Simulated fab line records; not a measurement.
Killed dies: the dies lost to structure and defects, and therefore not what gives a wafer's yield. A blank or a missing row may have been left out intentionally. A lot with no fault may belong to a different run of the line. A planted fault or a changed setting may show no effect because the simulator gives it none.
What tool caused it?	flow gf180mcu	12 lots, 36 wafers sampled, at 5 steps of a route of 602

== WHAT THE GAUGES SHOWED, per wafer ==
GF_PASSIVATION_THK_MEAS_01. Usual: PASSIVATION_CVD_00_THK 1000 nm, standard deviation 13.
lot	measured	on	PASSIVATION_CVD_00_THK (nm)	flag
L641	day 28 17:46	film-metro-03	984 975 999	
L642	day 28 23:53	film-metro-03	996 987 991	
L644	day 29 19:21	film-metro-02	1013 1015 1013	
L647	day 30 10:40	film-metro-02	1003 1006 1008	
L648	day 30 20:37	film-metro-02	989 994 1009	
L649	day 31 04:24	film-metro-01	1003 1012 1016	
L650	day 31 09:29	film-metro-01	997 1028 1015	
L651	day 31 19:02	film-metro-01	972 991 1011	
L652	day 32 00:13	film-metro-02	996 999 993	
L660	day 33 20:42	film-metro-01	999 991 359 998 990 359	OFF
L661	day 34 01:11	film-metro-02	356 1003 354 356 1002 354	OFF
L664	day 34 16:53	film-metro-01	996 985 1002	

== EACH LOT AND THE TOOL THAT RAN IT (in order: tool; ch and the chambers of the sampled wafers; start) ==
lot	GF_V5_SPUTTER_22	GF_V5_CVD_23	GF_TOP_METAL_SPUTTER_03	GF_PASSIVATION_CVD_00
L641	pvd-sputter-04, day 27 19:54	cvd-w-01 ch 1, day 27 19:56	pvd-sputter-03, day 27 20:42	pecvd-04 ch 0,2, day 28 17:40
L642	pvd-sputter-04, day 28 01:44	cvd-w-01 ch 1, day 28 01:47	pvd-sputter-01, day 28 02:40	pecvd-02 ch 0,1,2, day 28 23:49
L644	pvd-sputter-01, day 28 21:52	cvd-w-02 ch 1, day 28 21:55	pvd-sputter-03, day 28 22:41	pecvd-03 ch 0,1,2, day 29 19:16
L647	pvd-sputter-01, day 29 13:49	cvd-w-02 ch 0,1, day 29 13:52	pvd-sputter-02, day 29 14:36	pecvd-03 ch 0,1,2, day 30 10:35
L648	pvd-sputter-04, day 29 23:59	cvd-w-01 ch 0,1, day 30 00:02	pvd-sputter-02, day 30 00:47	pecvd-02 ch 0,1,2, day 30 20:31
L649	pvd-sputter-01, day 30 07:50	cvd-w-01 ch 0,1, day 30 07:53	pvd-sputter-01, day 30 08:43	pecvd-04 ch 0,1, day 31 04:19
L650	pvd-sputter-03, day 30 13:46	cvd-w-01 ch 0,1, day 30 13:49	pvd-sputter-01, day 30 14:34	pecvd-02 ch 0,1, day 31 09:25
L651	pvd-sputter-03, day 31 00:17	cvd-w-02 ch 0,1, day 31 00:20	pvd-sputter-03, day 31 01:05	pecvd-02 ch 0,1,2, day 31 18:58
L652	pvd-sputter-04, day 31 04:44	cvd-w-02 ch 0,1, day 31 04:47	pvd-sputter-03, day 31 05:31	pecvd-03 ch 0,1,2, day 32 00:09
L660	pvd-sputter-01, day 33 03:11	cvd-w-01 ch 0,1, day 33 03:14	pvd-sputter-03, day 33 03:59	pecvd-03 ch 0,1,2, day 33 20:35
L661	pvd-sputter-03, day 33 07:32	cvd-w-01 ch 0,1, day 33 07:35	pvd-sputter-02, day 33 08:20	pecvd-03 ch 0,1, day 34 01:07
L664	pvd-sputter-03, day 33 23:48	cvd-w-02 ch 0,1, day 33 23:50	pvd-sputter-01, day 34 00:36	pecvd-02 ch 0,1, day 34 16:49
- GF_V5_SPUTTER_22: material TiN, target thk 10 nm, time 40 s.
- GF_V5_CVD_23: deposits W, target thk 350 nm, time 104.9 s.
- GF_TOP_METAL_SPUTTER_03: material Ti, target thk 5 nm, time 3.3 s.
- GF_PASSIVATION_CVD_00: deposits SiO2 from TEOS, target thk 1000 nm, time 111.95 s.

== AS READ BY THE TOOLS THEMSELVES (means over the sampled wafers that have a number; for cases with no such wafer, the mark the record gives instead) ==
GF_V5_SPUTTER_22. Usual: throttle-valve-pct 30.6 %, standard deviation 0.95.
lot	tool	throttle-valve-pct (%)	flag
L641	pvd-sputter-04	31.4	
L642	pvd-sputter-04	30.4	
L644	pvd-sputter-01	30.9	
L647	pvd-sputter-01	30.4	
L648	pvd-sputter-04	29.8	
L649	pvd-sputter-01	30.9	
L650	pvd-sputter-03	31.1	
L651	pvd-sputter-03	31.1	
L652	pvd-sputter-04	30.3	
L660	pvd-sputter-01	30.8	
L661	pvd-sputter-03	31.4	
L664	pvd-sputter-03	30.7	

GF_V5_CVD_23. Usual: heater-power-w 866 W, standard deviation 54; susceptor-temp-C 399.98 C, standard deviation 0.23.
lot	tool	heater-power-w (W)	susceptor-temp-C (C)	flag
L641	cvd-w-01	797	399.75	
L642	cvd-w-01	788	399.94	
L644	cvd-w-02	889	399.99	
L647	cvd-w-02	916	400.02	
L648	cvd-w-01	821	400.18	
L649	cvd-w-01	845	399.91	
L650	cvd-w-01	808	399.74	
L651	cvd-w-02	915	399.99	
L652	cvd-w-02	918	400.19	
L660	cvd-w-01	860	399.85	
L661	cvd-w-01	855	399.94	
L664	cvd-w-02	911	400.06	

GF_TOP_METAL_SPUTTER_03. Usual: throttle-valve-pct 30.6 %, standard deviation 0.83.
lot	tool	throttle-valve-pct (%)	flag
L641	pvd-sputter-03	31.9	
L642	pvd-sputter-01	30.4	
L644	pvd-sputter-03	31.8	
L647	pvd-sputter-02	29.6	
L648	pvd-sputter-02	30.3	
L649	pvd-sputter-01	30.8	
L650	pvd-sputter-01	31.0	
L651	pvd-sputter-03	31.5	
L652	pvd-sputter-03	30.8	
L660	pvd-sputter-03	31.4	
L661	pvd-sputter-02	30.5	
L664	pvd-sputter-01	30.2	

GF_PASSIVATION_CVD_00. Usual: heater-power-w 701 W, standard deviation 68; rf-fwd-power-W 596.9 W, standard deviation 1.9; susceptor-temp-C 400.01 C, standard deviation 0.23.
lot	tool	heater-power-w (W)	rf-fwd-power-W (W)	susceptor-temp-C (C)	flag
L641	pecvd-04	704	595.7	400.02	
L642	pecvd-02	764	597.4	400.00	
L644	pecvd-03	676	598.4	400.13	
L647	pecvd-03	712	597.1	399.92	
L648	pecvd-02	750	598.6	399.94	
L649	pecvd-04	591	598.4	400.17	
L650	pecvd-02	720	598.1	400.06	
L651	pecvd-02	742	597.9	399.92	
L652	pecvd-03	750	597.0	399.96	
L660	pecvd-03	695	598.3	400.00	
L661	pecvd-03	738	596.8	400.19	
L664	pecvd-02	696	596.1	399.92	

== THE ANSWER, worked out from the rows above alone ==
Rule: a lot is off if the mean of its wafers that have a number lies more than 3 standard deviations from the usual mean. Also off: a lot with no number at a reading for which 4 or more lots have one. The other lots that the step has rows for count as sound. Order of review: gauges by route order, followed by the tools' own readings, for which a lot's mean as printed above is used. The first step at which some lot is off is used, and at that step the reading that is off furthest; a lot without a number counts as furthest.
Off: at GF_PASSIVATION_THK_MEAS_01 (PASSIVATION_CVD_00_THK), L660, L661.
A tool fits if, at a process step before that reading, it ran every lot that is off, and no sound lot after the first of them. Those tools and the gauges at GF_PASSIVATION_THK_MEAS_01 are tried in the same way. 2 tools fit, cvd-w-01 at GF_V5_CVD_23 and pecvd-03 at GF_PASSIVATION_CVD_00, so this cannot tell which one it is.

== WHAT THE SIMULATOR HAD INSERTED ==
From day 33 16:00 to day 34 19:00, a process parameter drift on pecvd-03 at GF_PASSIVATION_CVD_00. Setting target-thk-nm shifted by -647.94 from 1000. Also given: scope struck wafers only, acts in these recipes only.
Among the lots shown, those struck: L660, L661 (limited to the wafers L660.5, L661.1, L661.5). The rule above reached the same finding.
